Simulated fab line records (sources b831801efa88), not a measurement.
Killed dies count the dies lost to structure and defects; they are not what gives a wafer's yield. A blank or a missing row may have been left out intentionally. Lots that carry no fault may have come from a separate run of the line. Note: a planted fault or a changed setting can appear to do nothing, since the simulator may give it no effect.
Matching of chambers + flow sky130 + SKY_LI_CONTACT_CMP_24 on cmp-01 has 4 sister chambers
The step polishes, stops on PSG, t overpolish 20 s, target thk 0 nm. 18 wafers are shown with their chamber, then 9 later ones without.

== WAFERS PAIRED WITH THEIR CHAMBERS ==
| wafer  | chamber | time to endpoint s (s) | motor current A (A) | overpolish run s (s) |
|--------|---------|------------------------|---------------------|----------------------|
| L268.1 | 3       | 99                     | 11.3                | 20.007               |
| L268.3 | 0       | 90                     | 11.7                | 20.011               |
| L268.5 | 0       | 89                     | 11.9                | 20.000               |
| L269.1 | 0       | 91                     | 11.4                | 19.987               |
| L269.2 | 1       | 90                     | 11.5                | 19.999               |
| L269.5 | 2       | 96                     | 10.4                | 20.017               |
| L273.1 | 0       | 92                     | 11.9                | 20.004               |
| L273.2 | 2       | 100                    | 10.6                | 20.006               |
| L273.6 | 2       | 98                     | 10.5                | 19.998               |
| L274.1 | 1       | 90                     | 12.5                | 20.001               |
| L274.5 | 3       | 100                    | 10.4                | 20.008               |
| L274.6 | 2       | 100                    | 10.5                | 19.997               |
| L276.4 | 2       | 100                    | 10.0                | 19.992               |
| L276.5 | 1       | 91                     | 12.5                | 19.982               |
| L276.6 | 0       | 92                     | 11.4                | 20.006               |
| L277.1 | 1       | 96                     | 11.0                | 19.991               |
| L277.2 | 0       | 90                     | 11.1                | 20.005               |
| L277.3 | 2       | 103                    | 10.6                | 20.027               |

SIGNATURES, as means of the wafers listed above
| reading            | chamber 0 | chamber 1 | chamber 2 | chamber 3 | scatter within a chamber |
|--------------------|-----------|-----------|-----------|-----------|--------------------------|
| time to endpoint s | 90.67     | 91.75     | 99.50     | 99.50     | 2.07                     |
| motor current A    | 11.567    | 11.875    | 10.433    | 10.850    | 0.452                    |
| overpolish run s   | 20.00217  | 19.99325  | 20.00617  | 20.00750  | 0.0102                   |
Rule: for each reading, subtract the chamber's mean from the wafer's reading, divide by that reading's scatter and square the result; add these up over the readings and take the root, which gives the wafer's distance from the chamber. The wafer belongs to the nearest chamber; if the next one is less than 2 further off, it can't be placed. The scatter: take each reading less its chamber's mean, square it, sum over the shown wafers, divide by the number of wafers less the number of chambers, and take the root.

== WAFERS WITH NO CHAMBER GIVEN ==
| wafer  | time to endpoint s (s) | motor current A (A) | overpolish run s (s) |
|--------|------------------------|---------------------|----------------------|
| L287.2 | 103                    | 9.9                 | 20.014               |
| L287.3 | 104                    | 10.9                | 20.013               |
| L287.4 | 93                     | 11.5                | 19.998               |
| L290.2 | 97                     | 10.4                | 20.001               |
| L290.5 | 91                     | 11.2                | 20.025               |
| L290.6 | 95                     | 11.6                | 20.006               |
| L291.1 | 103                    | 10.7                | 20.005               |
| L291.4 | 92                     | 11.5                | 19.993               |
| L291.5 | 98                     | 11.2                | 20.010               |

== THE CHAMBER EACH PASSED THROUGH ==
| wafer  | from the rows above               | in truth |
|--------|-----------------------------------|----------|
| L287.2 | can't be placed: 2 or 3           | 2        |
| L287.3 | can't be placed: 3 or 2           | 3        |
| L287.4 | can't be placed: 1 or 0           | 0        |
| L290.2 | can't be placed: 2 or 3           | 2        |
| L290.5 | can't be placed: 0 or 1           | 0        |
| L290.6 | can't be placed: 1 or 0 or 3 or 2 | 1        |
| L291.1 | can't be placed: 3 or 2           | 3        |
| L291.4 | can't be placed: 1 or 0           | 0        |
| L291.5 | can't be placed: 3 or 2           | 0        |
Correct placement for 0 of the 9. Unplaceable from these rows: 9, with the true chamber sitting among the candidates in 8. Number placed wrongly: 0.
